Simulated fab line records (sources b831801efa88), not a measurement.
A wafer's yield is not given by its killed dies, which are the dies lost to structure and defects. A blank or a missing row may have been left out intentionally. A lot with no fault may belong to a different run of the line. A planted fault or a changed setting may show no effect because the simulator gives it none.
fab line records    flow gf180mcu
record lots=6  wafers=18  last-day=34
route steps=602 shown MVPSD@139 VT_IMPLANT@140 DUAL_GATE@141
lots with no fault: from the same line, run without faults
start-h: the number of hours between the record's first day and the start of the first shown wafer of the lot    wait-h: time in hours since the lot's previous step    " unchanged from the row above    L1.1+2: a row that stands for several wafers    - either no value or no given start    * or withheld: withheld    < > ~ a bound
route shown NAME@n: names a module that has steps shown in the file, with the first one's number in the route    usual: mean and standard deviation over wafers with no fault    same: alike in all rows    chamber/n: place in a boat    sites: the reading at each site    _std_site: how widely they spread, as a standard deviation    _edge_site: inner sites' mean taken away from outer sites' mean    radius-mm: for every site, how far away it sits from the centre of the wafer    mask NAME#n: copy n    behind: the last tool/chamber to shape the wafer    hold: reason for holding the lot/hours on hold/outcome of the hold    device: whichever transistor did not switch (one of n, p or np)    end of line: tests of these same wafers at the route's end    where a step has no rows: the recipe by itself    killed: at the first sort, the dies lost to defects and structure; wafer yield is something else    map: a wafer's dies, x killed, . not, _ none there
set.NAME: the setting as run; set.NAME@STEP: as run at that earlier step    model.NAME: the simulator's own value behind a step, which no gauge read
lots at some steps of the route; a table a step, a row a wafer
## steps
# step GF_VT_IMPLANT_RS_MEAS_49
# recipe thk-meas-gauge=four-point-probe
# usual MVPSD_RS=1170.2/2.6
lot.wafer  tool           chamber  start-h  wait-h  MVPSD_RS[ohm/sq]
L745.1     film-metro-03  -        156.79   0.1     1167.0
L745.2     "              -        "        "       1169.9
L745.3     "              -        "        "       1170.2
L759.2     film-metro-03  -        254.69   0.1     1171.2
L759.4     "              -        "        "       1167.4
L759.5     "              -        "        "       1169.1
L760.2     film-metro-04  -        261.84   0.1     1167.5
L760.4     "              -        "        "       1165.8
L760.5     "              -        "        "       1165.4
L764.1     film-metro-02  -        286.19   0.1     1166.3
L764.4     "              -        "        "       1169.4
L764.5     "              -        "        "       1167.9
L766.1     film-metro-02  -        300.47   0.1     1170.4
L766.3     "              -        "        "       1169.9
L766.5     "              -        "        "       1168.7
L767.1     film-metro-04  -        308.35   0.1     1171.6
L767.2     "              -        "        "       1173.2
L767.3     "              -        "        "       1173.9
# step GF_VT_IMPLANT_WET_ETCH_50
# recipe chemistry=dHF  target-depth-nm=20  target=SiO2  temp-c=25  dilution=100:1  time-s=400
# step GF_DUAL_GATE_CLEAN_00
# recipe chemistry=SC1/SC2  mix=1:4:20  temp-c=70  time-s=150
# step GF_DUAL_GATE_CLEAN_01
# recipe chemistry=dHF  time-s=20  dilution=100:1  dry=ipa-marangoni
# step GF_DUAL_GATE_OXIDATION_02
# recipe temp-c=900  ambient=O2  stabilise-s=600  purge-s=300  target-thk-a=108.87  ox-time-s=1602
# step GF_DUAL_GATE_THK_MEAS_03
# recipe reads=SiO2_of_DUAL_GATE_OXIDATION_02
# usual DUAL_GATE_OXIDATION_00_THK=10.81/0.22
lot.wafer  tool           chamber  start-h  wait-h  DUAL_GATE_OXIDATION_00_THK[nm]
L745.1     film-metro-02  -        158.79   0.0     10.78
L745.2     "              -        "        "       10.95
L745.3     "              -        "        "       10.82
L759.2     film-metro-01  -        257.63   0.0     10.87
L759.4     "              -        "        "       10.83
L759.5     "              -        "        "       10.75
L760.2     film-metro-01  -        267.19   0.0     10.65
L760.4     "              -        "        "       10.80
L760.5     "              -        "        "       10.73
L764.1     film-metro-02  -        287.96   0.0     10.99
L764.4     "              -        "        "       10.94
L764.5     "              -        "        "       11.12
L766.1     film-metro-04  -        304.23   0.0     10.74
L766.3     "              -        "        "       10.74
L766.5     "              -        "        "       10.78
L767.1     film-metro-04  -        311.17   0.0     11.00
L767.2     "              -        "        "       10.99
L767.3     "              -        "        "       11.00
# step GF_DUAL_GATE_DEHYDRATE_04
# recipe temp-c=200  time-s=60
# step GF_DUAL_GATE_HMDS_05
# recipe prime-time-s=60  prime-temp-c=120
# step GF_DUAL_GATE_COAT_06
# recipe resist=NOVOLAK  spin-rpm=3000  resist-thk-nm=1000
# step GF_DUAL_GATE_SOFTBAKE_07
# recipe temp-c=90  time-s=60  resist=NOVOLAK
# step GF_DUAL_GATE_EXPOSE_08
# recipe mask-id=Dualgate  target-cd-nm=700  na=0.6  source-shape=conventional  sigma-outer=0.6  dose-mj=140
# step GF_DUAL_GATE_PEB_09
# recipe temp-c=withheld  time-s=*  resist=NOVOLAK
# step GF_DUAL_GATE_DEVELOP_10
# recipe develop-time-s=60  dev-temp-c=23
# usual chill-plate-temp-C=23.00/0.097  develop-time-s=60/0
lot.wafer  tool            chamber  start-h  wait-h  chill-plate-temp-C  develop-time-s
L745.1     litho-track-01  0        175.38   0.1     23.07               60
L745.2     "               0        "        "       23.08               60
L745.3     "               0        "        "       23.10               60
L759.2     litho-track-02  -        275.93   0.1     -                   -
L759.4     "               -        "        "       -                   -
L759.5     "               -        "        "       -                   -
L760.2     litho-track-02  -        285.53   0.1     -                   -
L760.4     "               -        "        "       -                   -
L760.5     "               -        "        "       -                   -
L764.1     litho-track-03  0        307.48   0.1     23.15               60
L764.4     "               0        "        "       23.14               60
L764.5     "               0        "        "       23.07               60
L766.1     litho-track-01  0        323.52   0.1     22.82               60
L766.3     "               0        "        "       22.97               60
L766.5     "               0        "        "       22.86               60
L767.1     litho-track-02  0        331.71   0.1     22.86               60
L767.2     "               0        "        "       22.90               60
L767.3     "               0        "        "       22.96               60
# step GF_DUAL_GATE_OVL_MEAS_11
# usual DUAL_GATE_OVL=-1.1/1.4
lot.wafer  tool        chamber  start-h  wait-h  DUAL_GATE_OVL[nm]
L745.1     overlay-02  -        175.53   0.1     1.0
L745.2     "           -        "        "       -0.5
L745.3     "           -        "        "       0.8
L759.2     overlay-02  -        276.06   0.1     -
L759.4     "           -        "        "       -
L759.5     "           -        "        "       -
L760.2     overlay-01  -        285.66   0.1     -
L760.4     "           -        "        "       -
L760.5     "           -        "        "       -
L764.1     overlay-01  -        307.63   0.1     -1.7
L764.4     "           -        "        "       -2.1
L764.5     "           -        "        "       -1.8
L766.1     overlay-02  -        323.67   0.1     -1.4
L766.3     "           -        "        "       -1.5
L766.5     "           -        "        "       -1.2
L767.1     overlay-01  -        331.86   0.1     -2.9
L767.2     "           -        "        "       -0.9
L767.3     "           -        "        "       -1.3
## key
first-sign step=GF_DUAL_GATE_DEVELOP_10  reading=tool-record  direction=missing
effect none on later readings
met-at GF_DUAL_GATE_DEVELOP_10
struck-wafers L759.2,L759.4,L759.5,L760.2,L760.4,L760.5
later-rows-left-out L759.2,L759.4,L759.5,L760.2,L760.4,L760.5
sort-left-out L759.2,L759.4,L759.5,L760.2,L760.4,L760.5
tester-left-out L759,L760
fault kind=skipped-step-whole  tool=litho-track-02  chamber=-  onset-h=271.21  steps=GF_DUAL_GATE_DEVELOP_10  scope=struck-lots-only
# tester-left-out: of these lots the tester's yield and bins aren't shown, on N5 and GAA mostly nor the transistor test; their killed dies are dies lost to structure and defects alone, not to doping, threshold or leakage, so they don't give the yield
# sort-left-out: the simulated sort isn't trusted on such a fault, so these wafers' sort isn't shown, and their yield isn't known
# later-rows-left-out: the simulator's readings of these wafers behind a module that went badly wrong aren't trusted and aren't shown, but for the sort
